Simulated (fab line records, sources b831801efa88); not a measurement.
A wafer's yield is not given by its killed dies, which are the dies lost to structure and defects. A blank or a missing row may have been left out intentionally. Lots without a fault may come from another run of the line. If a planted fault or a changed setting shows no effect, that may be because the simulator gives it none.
fab line records + flow sfq-line
record
- lots=6
- wafers=17
- last-day=81
route steps=325 shown M7@285 I7@296
lots with no fault: from the same line, run without faults
start-h: the number of hours between the record's first day and the start of the first shown wafer of the lot + wait-h: hours since the lot's step before + " unchanged from the row above + L1.1+2: a row that stands for several wafers + - no value present, or no start provided + * or withheld: withheld + < > ~ a bound
route shown NAME@n: a module of which the file shows steps, and the number in the route of the first + usual: average and standard deviation across the fault-free wafers + same: alike in all rows + chamber/n: place in a boat + sites: the reading at each site + _std_site: standard deviation of those values + _edge_site: the outer-site mean with the inner-site mean subtracted + radius-mm: how far each site lies from the wafer's centre + mask NAME#n: copy n + behind: the most recent tool/chamber to have shaped the wafer + hold: the reason the lot was held/the length of the hold in hours/how it ended + device: the n, p or np transistor that did not switch + end of line: the tests these same wafers got at the end of their route + a step with no rows: only its recipe + killed: at the first sort, the dies lost to defects and structure; wafer yield is something else + map: per-die view of a wafer (x killed, . not killed, _ where there is no die)
set.NAME: the setting the step ran with; set.NAME@STEP: the setting that earlier step ran with + model.NAME: the simulator's own value behind a step, which no gauge read
lots at some steps of the route; a table a step, a row a wafer
services: a tool's chamber out of use, with start hour (start-h, from the record's first day; less than 0 if before it), hours out, and reason
## steps
# step SFQ_TRILAYER_M7_LITHO_COAT_182
# recipe
- resist=BARC
- spin-rpm=3000
- resist-thk-nm=62
# step SFQ_TRILAYER_M7_LITHO_COAT_177
# recipe
- resist=KrF
- spin-rpm=3000
- resist-thk-nm=600
# step SFQ_TRILAYER_M7_LITHO_SOFTBAKE_181
# recipe
- temp-c=withheld
- time-s=withheld
- resist=KrF
# step SFQ_TRILAYER_M7_LITHO_EXPOSE_178
# recipe
- mask-id=M7
- na=0.6
- source-shape=conventional
- sigma-outer=0.65
- target-cd-nm=500
- dose-mj=14.4
# step SFQ_TRILAYER_M7_LITHO_PEB_180
# recipe
- peb-temp-c=115
- peb-time-s=60
- resist=KrF
# step SFQ_TRILAYER_M7_LITHO_DEVELOP_179
# recipe
- time-s=60
- resist=KrF
# step SFQ_M7_OVL_MEAS_945
# usual
- M7_OVL=0/7
| lot.wafer | tool       | chamber | start-h | wait-h | M7_OVL[nm] |
|-----------|------------|---------|---------|--------|------------|
| L188.2    | overlay-01 | -       | 1492.90 | 0.1    | 5          |
| L188.3    | "          | -       | "       | "      | 8          |
| L188.4    | "          | -       | "       | "      | 4          |
| L195.2    | overlay-01 | -       | 1621.40 | 0.1    | -1         |
| L195.5    | "          | -       | "       | "      | 4          |
| L195.6    | "          | -       | "       | "      | -1         |
| L199.3    | overlay-01 | -       | 1629.80 | 0.1    | 10         |
| L199.6    | "          | -       | "       | "      | 2          |
| L206.4    | overlay-01 | -       | 1778.36 | 0.1    | 5          |
| L206.5    | "          | -       | "       | "      | 7          |
| L206.6    | "          | -       | "       | "      | 2          |
| L207.2    | overlay-01 | -       | 1780.75 | 0.1    | -9         |
| L207.3    | "          | -       | "       | "      | -9         |
| L207.6    | "          | -       | "       | "      | -11        |
| L208.1    | overlay-02 | -       | 1783.14 | 0.1    | -10        |
| L208.3    | "          | -       | "       | "      | -8         |
| L208.6    | "          | -       | "       | "      | -5         |
# step SFQ_TRILAYER_M7_BARC_OPEN_METAL_ETCH_229
# recipe
- mask-material=PR
- chemistry=O2
- target-depth-nm=125
- target=BARC
- icp-w=600
- bias-w=80
- pressure-mtorr=10
- time-s=41.7
# usual
- drypump-motor-current-A=5.9/0.46
- oes-product-au=0.685/0.0043
| lot.wafer | tool         | chamber | start-h | wait-h | drypump-motor-current-A | oes-product-au | rf-hours-counter-h |
|-----------|--------------|---------|---------|--------|-------------------------|----------------|--------------------|
| L188.2    | rie-metal-03 | 0       | 1492.95 | 0.0    | 5.6                     | 0.684          | -                  |
| L188.3    | "            | 0       | "       | "      | 5.6                     | 0.678          | -                  |
| L188.4    | "            | 0       | "       | "      | 5.5                     | 0.686          | -                  |
| L195.2    | rie-metal-02 | 1       | 1621.43 | 0.0    | 5.2                     | 0.681          | 77                 |
| L195.5    | "            | 0       | "       | "      | 6.5                     | 0.687          | -                  |
| L195.6    | "            | 1       | "       | "      | 5.2                     | 0.686          | -                  |
| L199.3    | rie-metal-03 | 1       | 1629.85 | 0.0    | 6.3                     | 0.681          | -                  |
| L199.6    | "            | 0       | "       | "      | 5.6                     | 0.689          | -                  |
| L206.4    | rie-metal-02 | 0       | 1778.40 | 0.0    | 6.5                     | 0.690          | -                  |
| L206.5    | "            | 0       | "       | "      | 6.5                     | 0.687          | -                  |
| L206.6    | "            | 1       | "       | "      | 5.2                     | 0.688          | -                  |
| L207.2    | rie-metal-04 | 0       | 1780.78 | 0.0    | 6.3                     | 0.675          | 31                 |
| L207.3    | "            | 1       | "       | "      | 5.7                     | 0.673          | -                  |
| L207.6    | "            | 0       | "       | "      | 6.3                     | 0.687          | -                  |
| L208.1    | rie-metal-03 | 0       | 1783.18 | 0.0    | 5.6                     | 0.686          | 132                |
| L208.3    | "            | 0       | "       | "      | 5.6                     | 0.685          | -                  |
| L208.6    | "            | 1       | "       | "      | 6.3                     | 0.689          | -                  |
# step SFQ_TRILAYER_M7_ETCH_METAL_ETCH_180
# recipe
- target=Nb
- stop-on=SiO2
- mask-material=PR
- chemistry=Cl2/Ar
- target-depth-nm=240
- icp-w=600
- bias-w=80
- pressure-mtorr=10
- time-s=120
# usual
- drypump-motor-current-A=5.9/0.46
- oes-product-au=0.896/0.0075
| lot.wafer | tool         | chamber | start-h | wait-h | drypump-motor-current-A | oes-product-au | rf-hours-counter-h |
|-----------|--------------|---------|---------|--------|-------------------------|----------------|--------------------|
| L188.2    | rie-metal-03 | 0       | 1493.10 | 0.1    | 5.6                     | 0.901          | -                  |
| L188.3    | "            | 0       | "       | "      | 5.6                     | 0.905          | -                  |
| L188.4    | "            | 0       | "       | "      | 5.5                     | 0.903          | -                  |
| L195.2    | rie-metal-02 | 1       | 1621.49 | 0.0    | 5.2                     | 0.909          | 77                 |
| L195.5    | "            | 0       | "       | "      | 6.5                     | 0.906          | -                  |
| L195.6    | "            | 1       | "       | "      | 5.2                     | 0.902          | -                  |
| L199.3    | rie-metal-03 | 1       | 1629.93 | 0.1    | 6.3                     | 0.885          | -                  |
| L199.6    | "            | 0       | "       | "      | 5.6                     | 0.885          | -                  |
| L206.4    | rie-metal-02 | 0       | 1778.48 | 0.1    | 6.5                     | 0.904          | -                  |
| L206.5    | "            | 0       | "       | "      | 6.5                     | 0.892          | -                  |
| L206.6    | "            | 1       | "       | "      | 5.2                     | 0.894          | -                  |
| L207.2    | rie-metal-04 | 0       | 1780.84 | 0.0    | 6.3                     | 0.894          | 31                 |
| L207.3    | "            | 1       | "       | "      | 5.7                     | 0.895          | -                  |
| L207.6    | "            | 0       | "       | "      | 6.3                     | 0.900          | -                  |
| L208.1    | rie-metal-03 | 0       | 1783.24 | 0.0    | 5.5                     | 0.887          | 132                |
| L208.3    | "            | 0       | "       | "      | 5.5                     | 0.886          | -                  |
| L208.6    | "            | 1       | "       | "      | 6.3                     | 0.890          | -                  |
# step SFQ_TRILAYER_M7_STRIP_STRIP_181
# recipe
- gas=O2
- power-w=200
- platen-temp-c=40
- overash-fraction=0.65
- chemistry=O2
- pressure-mtorr=50
# step SFQ_TRILAYER_M7_STRIP_SOLV_CLEAN_182
# recipe
- chemistry=NMP
- temp-c=70
- time-s=600
# step SFQ_TRILAYER_I7_DEP_PECVD_183
# recipe
- material=SiO2
- temp-c=150
- time-s=111.11
- pressure-torr=2.4
- rf-w=183.3
- precursor=SiH4/N2O
- target-thk-nm=500
# usual
- heater-power-outer-w=29/7.7
- heater-power-w=83/9.9
- throttle-valve-pct=25.0/1.4
| lot.wafer | tool     | chamber | start-h | wait-h | heater-power-outer-w | heater-power-w | throttle-valve-pct |
|-----------|----------|---------|---------|--------|----------------------|----------------|--------------------|
| L188.2    | pecvd-02 | 2       | 1494.85 | 0.0    | 19                   | 70             | 25.4               |
| L188.3    | "        | 1       | "       | "      | 36                   | 87             | 24.3               |
| L188.4    | "        | 1       | "       | "      | 37                   | 88             | 24.3               |
| L195.2    | pecvd-01 | 0       | 1622.39 | 0.0    | 22                   | 74             | 24.9               |
| L195.5    | "        | 2       | "       | "      | 32                   | 86             | 26.8               |
| L195.6    | "        | 1       | "       | "      | 25                   | 94             | 25.1               |
| L199.3    | pecvd-01 | 1       | 1630.79 | 0.0    | 17                   | 79             | 25.4               |
| L199.6    | "        | 2       | "       | "      | 32                   | 86             | 27.0               |
| L206.4    | pecvd-02 | 2       | 1779.38 | 0.0    | 11                   | 57             | 26.1               |
| L206.5    | "        | 1       | "       | "      | 35                   | 85             | 24.7               |
| L206.6    | "        | 0       | "       | "      | 32                   | 92             | 27.9               |
| L207.2    | pecvd-04 | 0       | 1781.74 | 0.0    | 37                   | 99             | 23.8               |
| L207.3    | "        | 2       | "       | "      | 40                   | 90             | 23.4               |
| L207.6    | "        | 0       | "       | "      | 40                   | 100            | 24.0               |
| L208.1    | pecvd-02 | 0       | 1784.14 | 0.0    | 31                   | 91             | 27.9               |
| L208.3    | "        | 1       | "       | "      | 34                   | 85             | 24.9               |
| L208.6    | "        | 0       | "       | "      | 32                   | 91             | 27.6               |
# step SFQ_TRILAYER_I7_CMP_CMP_184
# recipe
- material=SiO2
- down-force-psi=3
- platen-rpm=60
- pad-velocity-m-s=0.94248
# usual
- head-pressure-psi=3.000/0.0068
- motor-current-A=10.3/0.84
- time-to-endpoint-s=216/7.2
| lot.wafer | tool   | chamber | start-h | wait-h | head-pressure-psi | motor-current-A | time-to-endpoint-s | model.SiO2_of_TRILAYER_I7_DEP_PECVD_183.thk-nm |
|-----------|--------|---------|---------|--------|-------------------|-----------------|--------------------|------------------------------------------------|
| L188.2    | cmp-02 | 0       | 1504.89 | 10.0   | 2.997             | 10.9            | 198                | 198.4                                          |
| L188.4    | "      | 1       | "       | "      | 3.013             | 9.2             | 213                | 198.6                                          |
| L188.3    | "      | 3       | 1506.39 | 11.5   | 3.007             | 10.2            | 201                | 197.4                                          |
| L195.2    | cmp-01 | 0       | 1628.32 | 5.9    | 2.998             | 11.3            | 208                | 220.8                                          |
| L195.6    | "      | 1       | "       | "      | 2.993             | 11.4            | 224                | 201.4                                          |
| L195.5    | "      | 2       | "       | "      | 2.998             | 10.1            | 220                | 199.9                                          |
| L199.3    | cmp-01 | 1       | 1638.82 | 8.0    | 3.007             | 11.5            | 207                | 220.7                                          |
| L199.6    | "      | 2       | 1641.32 | 10.5   | 2.989             | 9.9             | 219                | 199.4                                          |
| L206.4    | cmp-02 | 0       | 1785.77 | 6.3    | 3.016             | 11.0            | 224                | 200.1                                          |
| L206.5    | "      | 3       | 1787.27 | 7.8    | 2.991             | 10.0            | 215                | 199.5                                          |
| L206.6    | "      | 0       | "       | "      | 2.996             | 10.5            | 220                | 199.4                                          |
| L207.3    | cmp-02 | 3       | 1789.27 | 7.5    | 2.987             | 10.4            | 214                | 198.4                                          |
| L207.2    | "      | 0       | "       | "      | 2.997             | 10.9            | 213                | 199.1                                          |
| L207.6    | "      | 2       | 1790.77 | 8.9    | 3.004             | 9.6             | 228                | 199.8                                          |
| L208.1    | cmp-01 | 0       | 1789.41 | 5.2    | 2.996             | 11.1            | 220                | 200.4                                          |
| L208.3    | "      | 2       | 1790.41 | 6.2    | 3.003             | 9.8             | 202                | 198.9                                          |
| L208.6    | "      | 0       | 1791.41 | 7.2    | 3.003             | 11.8            | 225                | 199.6                                          |
# step SFQ_I7_BOW_MEAS_946
# recipe
- mode=bow
# usual
- I7_BOW=5/11
| lot.wafer | tool          | chamber | start-h | wait-h | I7_BOW[um] |
|-----------|---------------|---------|---------|--------|------------|
| L188.2    | film-metro-03 | -       | 1507.91 | 2.5    | 1          |
| L188.3    | "             | -       | "       | "      | 3          |
| L188.4    | "             | -       | "       | "      | 6          |
| L195.2    | film-metro-04 | -       | 1629.84 | 1.0    | 23         |
| L195.5    | "             | -       | "       | "      | 33         |
| L195.6    | "             | -       | "       | "      | 24         |
| L195.2    | film-metro-04 | -       | 1631.16 | 1.3    | -          |
| L195.5    | "             | -       | "       | "      | -          |
| L195.6    | "             | -       | "       | "      | -          |
| L199.3    | film-metro-02 | -       | 1641.86 | 2.5    | 19         |
| L199.6    | "             | -       | "       | "      | 15         |
| L199.3    | film-metro-02 | -       | 1643.18 | 1.3    | -          |
| L199.6    | "             | -       | "       | "      | -          |
| L206.4    | film-metro-03 | -       | 1788.33 | 2.1    | -9         |
| L206.5    | "             | -       | "       | "      | -4         |
| L206.6    | "             | -       | "       | "      | -11        |
| L207.2    | film-metro-02 | -       | 1791.29 | 1.0    | -9         |
| L207.3    | "             | -       | "       | "      | 3          |
| L207.6    | "             | -       | "       | "      | 0          |
| L208.1    | film-metro-03 | -       | 1792.41 | 2.5    | -11        |
| L208.3    | "             | -       | "       | "      | -1         |
| L208.6    | "             | -       | "       | "      | -3         |
# step SFQ_TRILAYER_I7_METRO_MEASURE_185
# usual
- thk-nm=200.0/0.89
| lot.wafer | tool          | chamber | start-h | wait-h | thk-nm |
|-----------|---------------|---------|---------|--------|--------|
| L188.2    | film-metro-03 | -       | 1508.21 | 0.3    | 198.4  |
| L188.3    | "             | -       | "       | "      | 197.5  |
| L188.4    | "             | -       | "       | "      | 198.6  |
| L195.2    | film-metro-04 | -       | 1636.39 | 5.2    | 220.7  |
| L195.5    | "             | -       | "       | "      | 199.9  |
| L195.6    | "             | -       | "       | "      | 201.5  |
| L195.2    | film-metro-04 | -       | 1638.44 | 1.8    | 220.9  |
| L195.5    | "             | -       | "       | "      | 199.6  |
| L195.6    | "             | -       | "       | "      | 201.5  |
| L199.3    | film-metro-02 | -       | 1646.37 | 3.2    | 220.8  |
| L199.6    | "             | -       | "       | "      | 199.4  |
| L199.3    | film-metro-02 | -       | 1647.74 | 1.2    | 220.6  |
| L199.6    | "             | -       | "       | "      | 199.5  |
| L206.4    | film-metro-03 | -       | 1788.99 | 0.6    | 200.0  |
| L206.5    | "             | -       | "       | "      | 199.3  |
| L206.6    | "             | -       | "       | "      | 199.3  |
| L207.2    | film-metro-02 | -       | 1791.59 | 0.3    | 199.1  |
| L207.3    | "             | -       | "       | "      | 198.3  |
| L207.6    | "             | -       | "       | "      | 199.7  |
| L208.1    | film-metro-03 | -       | 1792.53 | 0.1    | 200.4  |
| L208.3    | "             | -       | "       | "      | 198.8  |
| L208.6    | "             | -       | "       | "      | 199.6  |
# step SFQ_TRILAYER_I7_VIA_LITHO_COAT_192
# recipe
- resist=BARC
- spin-rpm=3000
- resist-thk-nm=62
# step SFQ_TRILAYER_I7_VIA_LITHO_COAT_187
# recipe
- resist=KrF
- spin-rpm=3000
- resist-thk-nm=650
# step SFQ_TRILAYER_I7_VIA_LITHO_SOFTBAKE_191
# recipe
- temp-c=withheld
- time-s=withheld
- resist=KrF
# step SFQ_TRILAYER_I7_VIA_LITHO_EXPOSE_188
# recipe
- mask-id=I7
- na=0.6
- source-shape=conventional
- sigma-outer=0.65
- target-cd-nm=1000
- dose-mj=21.3
# step SFQ_TRILAYER_I7_VIA_LITHO_PEB_190
# recipe
- peb-temp-c=115
- peb-time-s=60
- resist=KrF
# step SFQ_TRILAYER_I7_VIA_LITHO_DEVELOP_189
# recipe
- time-s=60
- resist=KrF
# step SFQ_I7_OVL_MEAS_947
# usual
- I7_OVL=2/4.5
| lot.wafer | tool       | chamber | start-h | wait-h | I7_OVL[nm] |
|-----------|------------|---------|---------|--------|------------|
| L188.2    | overlay-01 | -       | 1532.35 | 0.1    | 10         |
| L188.3    | "          | -       | "       | "      | 4          |
| L188.4    | "          | -       | "       | "      | 6          |
| L195.2    | overlay-01 | -       | 1698.42 | 0.1    | 4          |
| L195.5    | "          | -       | "       | "      | 9          |
| L195.6    | "          | -       | "       | "      | 2          |
| L199.3    | overlay-01 | -       | 1714.33 | 0.1    | 5          |
| L199.6    | "          | -       | "       | "      | 8          |
| L206.4    | overlay-02 | -       | 1857.72 | 0.1    | 6          |
| L206.5    | "          | -       | "       | "      | 12         |
| L206.6    | "          | -       | "       | "      | 9          |
| L207.2    | overlay-01 | -       | 1862.51 | 0.1    | -6         |
| L207.3    | "          | -       | "       | "      | -3         |
| L207.6    | "          | -       | "       | "      | -2         |
| L208.1    | overlay-01 | -       | 1864.90 | 0.1    | 9          |
| L208.3    | "          | -       | "       | "      | -1         |
| L208.6    | "          | -       | "       | "      | 5          |
# step SFQ_TRILAYER_I7_VIA_BARC_OPEN_VIA_ETCH_260
# recipe
- mask-material=PR
- chemistry=O2
- target-depth-nm=125
- target=BARC
- source-w=500
- bias-w=80
- pressure-mtorr=30
- time-s=41.7
# usual
- drypump-motor-current-A=5.8/0.49
- oes-product-au=0.686/0.0047
| lot.wafer | tool        | chamber | start-h | wait-h | drypump-motor-current-A | oes-product-au | rf-hours-counter-h |
|-----------|-------------|---------|---------|--------|-------------------------|----------------|--------------------|
| L188.2    | rie-diel-04 | 3       | 1532.38 | 0.0    | 5.6                     | 0.684          | 3                  |
| L188.3    | "           | 2       | "       | "      | 6.1                     | 0.692          | 17                 |
| L188.4    | "           | 0       | "       | "      | 6.1                     | 0.687          | 6                  |
| L195.2    | rie-diel-04 | 1       | 1698.45 | 0.0    | 5.3                     | 0.686          | 19                 |
| L195.5    | "           | 2       | "       | "      | 6.1                     | 0.687          | -                  |
| L195.6    | "           | 3       | "       | "      | 5.5                     | 0.685          | -                  |
| L199.3    | rie-diel-03 | 2       | 1714.35 | 0.0    | 6.3                     | 0.692          | 21                 |
| L199.6    | "           | 1       | "       | "      | 5.6                     | 0.688          | -                  |
| L206.4    | rie-diel-02 | 2       | 1857.74 | 0.0    | 5.4                     | 0.693          | 1                  |
| L206.5    | "           | 1       | "       | "      | 5.4                     | 0.686          | -                  |
| L206.6    | "           | 2       | "       | "      | 5.4                     | 0.685          | -                  |
| L207.2    | rie-diel-02 | 2       | 1862.54 | 0.0    | 5.4                     | 0.682          | 1                  |
| L207.3    | "           | 3       | "       | "      | 6.3                     | 0.677          | 5                  |
| L207.6    | "           | 0       | "       | "      | 6.4                     | 0.675          | -                  |
| L208.1    | rie-diel-04 | 2       | 1864.94 | 0.0    | 6.1                     | 0.682          | 22                 |
| L208.3    | "           | 3       | "       | "      | 5.6                     | 0.687          | 8                  |
| L208.6    | "           | 0       | "       | "      | 6.2                     | 0.696          | -                  |
# step SFQ_TRILAYER_I7_VIA_ETCH_VIA_ETCH_190
# recipe
- target=SiO2
- stop-on=Nb
- mask-material=PR
- taper-deg=20
- chemistry=CHF3
- target-depth-nm=260
- source-w=500
- bias-w=80
- pressure-mtorr=30
- time-s=withheld
# usual
- drypump-motor-current-A=5.8/0.49
- oes-product-au=0.854/0.005
| lot.wafer | tool        | chamber | start-h | wait-h | drypump-motor-current-A | oes-product-au | model.I7.feature-depth-nm | model.etch.depth-nm |
|-----------|-------------|---------|---------|--------|-------------------------|----------------|---------------------------|---------------------|
| L188.2    | rie-diel-04 | 3       | 1532.42 | 0.0    | 5.6                     | 0.851          | 198.4                     | 198.4               |
| L188.3    | "           | 2       | "       | "      | 6.1                     | 0.849          | 197.4                     | 197.4               |
| L188.4    | "           | 0       | "       | "      | 6.1                     | 0.853          | 198.6                     | 198.6               |
| L195.2    | rie-diel-04 | 1       | 1698.49 | 0.0    | 5.4                     | 0.907          | 220.8                     | 220.8               |
| L195.5    | "           | 2       | "       | "      | 6.1                     | 0.859          | 199.9                     | 199.9               |
| L195.6    | "           | 3       | "       | "      | 5.6                     | 0.855          | 201.4                     | 201.4               |
| L199.3    | rie-diel-03 | 2       | 1714.39 | 0.0    | 6.3                     | 0.901          | 220.7                     | 220.7               |
| L199.6    | "           | 1       | "       | "      | 5.6                     | 0.853          | 199.4                     | 199.4               |
| L206.4    | rie-diel-02 | 2       | 1857.78 | 0.0    | 5.4                     | 0.857          | 200.1                     | 200.1               |
| L206.5    | "           | 1       | "       | "      | 5.4                     | 0.853          | 199.5                     | 199.5               |
| L206.6    | "           | 2       | "       | "      | 5.4                     | 0.855          | 199.4                     | 199.4               |
| L207.2    | rie-diel-02 | 2       | 1862.58 | 0.0    | 5.4                     | 0.854          | 199.1                     | 199.1               |
| L207.3    | "           | 3       | "       | "      | 6.3                     | 0.845          | 198.4                     | 198.4               |
| L207.6    | "           | 0       | "       | "      | 6.4                     | 0.860          | 199.8                     | 199.8               |
| L208.1    | rie-diel-04 | 2       | 1864.98 | 0.0    | 6.1                     | 0.855          | 200.4                     | 200.4               |
| L208.3    | "           | 3       | "       | "      | 5.5                     | 0.862          | 198.9                     | 198.9               |
| L208.6    | "           | 0       | "       | "      | 6.1                     | 0.852          | 199.6                     | 199.6               |
# step SFQ_TRILAYER_I7_VIA_STRIP_STRIP_191
# recipe
- gas=O2
- power-w=200
- platen-temp-c=40
- overash-fraction=0.65
- chemistry=O2
- pressure-mtorr=50
# usual
- drypump-motor-current-A=6.0/0.39
- oes-product-au=1.007/0.009
| lot.wafer | tool         | chamber | start-h | wait-h | drypump-motor-current-A | oes-product-au | rf-hours-counter-h |
|-----------|--------------|---------|---------|--------|-------------------------|----------------|--------------------|
| L188.2    | rie-metal-01 | 1       | 1532.53 | -      | 5.7                     | 0.989          | 114                |
| L188.3    | "            | 1       | "       | "      | 5.7                     | 0.999          | -                  |
| L188.4    | "            | 0       | "       | "      | 5.8                     | 1.016          | -                  |
| L195.2    | rie-metal-02 | 1       | 1698.61 | -      | 5.2                     | 1.008          | 91                 |
| L195.5    | "            | 0       | "       | "      | 6.5                     | 1.016          | -                  |
| L195.6    | "            | 1       | "       | "      | 5.2                     | 1.015          | -                  |
| L199.3    | rie-metal-03 | 0       | 1714.71 | -      | 5.5                     | 0.993          | -                  |
| L199.6    | "            | 0       | "       | "      | 5.5                     | 0.989          | -                  |
| L206.4    | rie-metal-01 | 0       | 1858.09 | -      | 5.8                     | 1.008          | -                  |
| L206.5    | "            | 0       | "       | "      | 5.8                     | 1.007          | -                  |
| L206.6    | "            | 1       | "       | "      | 5.7                     | 1.001          | -                  |
| L207.2    | rie-metal-02 | 0       | 1862.69 | -      | 6.5                     | 1.022          | 85                 |
| L207.3    | "            | 1       | "       | "      | 5.2                     | 1.005          | -                  |
| L207.6    | "            | 1       | "       | "      | 5.2                     | 1.001          | -                  |
| L208.1    | rie-metal-03 | 1       | 1865.09 | -      | 6.3                     | 1.012          | 117                |
| L208.3    | "            | 1       | "       | "      | 6.3                     | 1.010          | -                  |
| L208.6    | "            | 1       | "       | "      | 6.3                     | 1.010          | -                  |
## services
| tool          | chamber | start-h | hours | kind   |
|---------------|---------|---------|-------|--------|
| film-metro-03 | -       | 1471.38 | 1.6   | pm     |
| rie-diel-04   | -       | 1477.23 | 1.1   | repair |
| rie-metal-03  | 1       | 1490.74 | 13.0  | repair |
| film-metro-03 | -       | 1537.35 | 0.4   | pm     |
| pecvd-02      | -       | 1538.73 | 1.4   | repair |
| cmp-02        | -       | 1543.68 | 1.2   | repair |
| cmp-02        | -       | 1553.62 | 10.3  | pm     |
| cmp-02        | -       | 1563.31 | 1.3   | repair |
| rie-diel-02   | 3       | 1586.30 | 6.0   | repair |
| rie-diel-02   | 1       | 1595.10 | 4.3   | repair |
| rie-metal-02  | -       | 1603.00 | 3.8   | repair |
| rie-diel-04   | 0       | 1618.07 | 9.8   | repair |
| rie-metal-02  | -       | 1624.61 | 2.8   | pm     |
| rie-metal-03  | -       | 1649.64 | 4.3   | pm     |
| rie-metal-03  | 0       | 1660.05 | 4.1   | repair |
| rie-metal-02  | 1       | 1699.75 | 17.9  | repair |
| rie-metal-03  | 0       | 1702.99 | 9.1   | repair |
| rie-metal-03  | -       | 1709.06 | 2.0   | repair |
| rie-diel-04   | 0       | 1715.74 | 5.7   | repair |
| rie-metal-03  | -       | 1758.80 | 0.3   | repair |
| rie-metal-02  | -       | 1790.84 | 0.2   | repair |
| rie-diel-02   | 2       | 1810.25 | 12.7  | repair |
| rie-diel-02   | -       | 1816.59 | 4.0   | pm     |
| rie-diel-02   | 1       | 1840.74 | 13.9  | repair |
## key
first-sign
- step=SFQ_I7_BOW_MEAS_946
- reading=visit
- direction=added
effect
- step=SFQ_TRILAYER_I7_METRO_MEASURE_185
- reading=visit
- direction=added
effect
- step=SFQ_TRILAYER_I7_METRO_MEASURE_185
- reading=thk-nm
- direction=up
- sigmas=23
- usual=200.0
- struck=220.8
effect
- step=SFQ_TRILAYER_I7_VIA_ETCH_VIA_ETCH_190
- reading=oes-product-au
- direction=up
- sigmas=9.9
- usual=0.854
- struck=0.904
model-effect
- step=SFQ_TRILAYER_I7_CMP_CMP_184
- value=SiO2_of_TRILAYER_I7_DEP_PECVD_183.thk-nm
- without=200.8
- struck=220.8
model-effect
- step=SFQ_TRILAYER_I7_VIA_ETCH_VIA_ETCH_190
- value=I7.feature-depth-nm
- without=200.8
- struck=220.8
met-at SFQ_TRILAYER_I7_CMP_CMP_184
struck-wafers L195.2,L199.3
fault
- kind=process-parameter-drift
- tool=cmp-01
- chamber=-
- onset-h=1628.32
- steps=SFQ_TRILAYER_I7_CMP_CMP_184
- channel=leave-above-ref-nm
- offset=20
- shape=step
- end-h=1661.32
- scope=struck-wafers-only
- acts-in=these-recipes-only
- stated=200
